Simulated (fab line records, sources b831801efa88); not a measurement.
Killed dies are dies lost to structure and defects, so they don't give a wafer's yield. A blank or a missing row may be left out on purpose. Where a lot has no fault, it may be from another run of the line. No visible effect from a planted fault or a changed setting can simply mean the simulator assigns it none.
Problem report, 8D (eight disciplines) form, completed by code / flow sky130 / the parts of the form that need people (team, actions taken, sign-off) are left out

== 1. PROBLEM STATEMENT ==
Mean of spin-speed-rpm at SKY_LOCAL_INTERCONNECT_COAT_06: 2923.9 rpm across 6 wafers in 2 lots; on wafers with no fault it is 2999.5 rpm (standard deviation 1.9). Measured from the usual mean, that is -40 standard deviations.
The step: resist thk 450 nm.
First seen on wafer L835.2, day 34 20:00, on litho-track-04. The record holds 39 wafers of 13 lots with a number at this step. By rule, "out" or "out of limits" means more than 4 standard deviations away from the usual mean. The other wafers with a number count as sound.

== 2. WHAT IT IS, WHAT IT ISN'T ==
question=which readings at this step | is=spin-speed-rpm | is not=-
question=which lots | is=L835, L837 | is not=L821, L823, L824, L825, L828, L829, L831, L833, L838, L842, L843
question=which wafers of those lots | is=all that have a number | is not=-
question=read on which tools | is=litho-track-04 | is not=litho-track-02, litho-track-03
question=when | is=from day 34 20:00 | is not=up to then (24 sound wafers); but 9 sound wafers of L838, L842, L843 came after

== 3. SUSPECTS, AND WHAT RULES EACH OUT ==
Counting: any tool at a process step up to the reading is kept as a suspect provided that every lot that is out went through it and no sound lot did after the first of them.
- litho-track-04 at SKY_LOCAL_INTERCONNECT_COAT_06 (resist thk 450 nm): kept. Every lot that is out went through it, starting with L835 (day 34 20:00), and after that it ran no sound lot; the last sound lot it ran before then is L833 (day 34 03:00). Its own readings are out on those wafers: spin-speed-rpm.
The count leaves litho-track-04 at SKY_LOCAL_INTERCONNECT_COAT_06.

== 4. THE CAUSE (what the simulator had put in) ==
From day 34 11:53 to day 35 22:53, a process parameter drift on litho-track-04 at SKY_LOCAL_INTERCONNECT_COAT_06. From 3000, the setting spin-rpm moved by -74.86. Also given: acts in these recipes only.
Only this tool survived the counting.

== 5. THE EFFECT CHAIN, in route order ==
Each row: a reading where the mean over the struck wafers with a number is more than 3 standard deviations away from the usual. Scope: only readings with a usual standard deviation given in the record; hours: median across lots of the time from each lot's start at the first step in this table that gives one to its start at this step; sigmas: change in usual standard deviations.
hours=0; step=SKY_LOCAL_INTERCONNECT_COAT_06; reading=spin-speed-rpm; usual=2999.5 rpm; on struck wafers=2923.9; change=-75.6; sigmas=-40
hours=14; step=SKY_LOCAL_INTERCONNECT_STRIP_15; reading=strip-time-to-endpoint-s; usual=4.702 s; on struck wafers=4.767; change=+0.065; sigmas=+3.4
Process steps it contains:
- SKY_LOCAL_INTERCONNECT_COAT_06: resist thk 450 nm.
- SKY_LOCAL_INTERCONNECT_STRIP_15: strips in O2/N2.

== 6. WHAT WOULD HAVE CAUGHT IT SOONER ==
In this record no reading fell out of limits until day 34 20:00, 8 hours after the fault had begun at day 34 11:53.
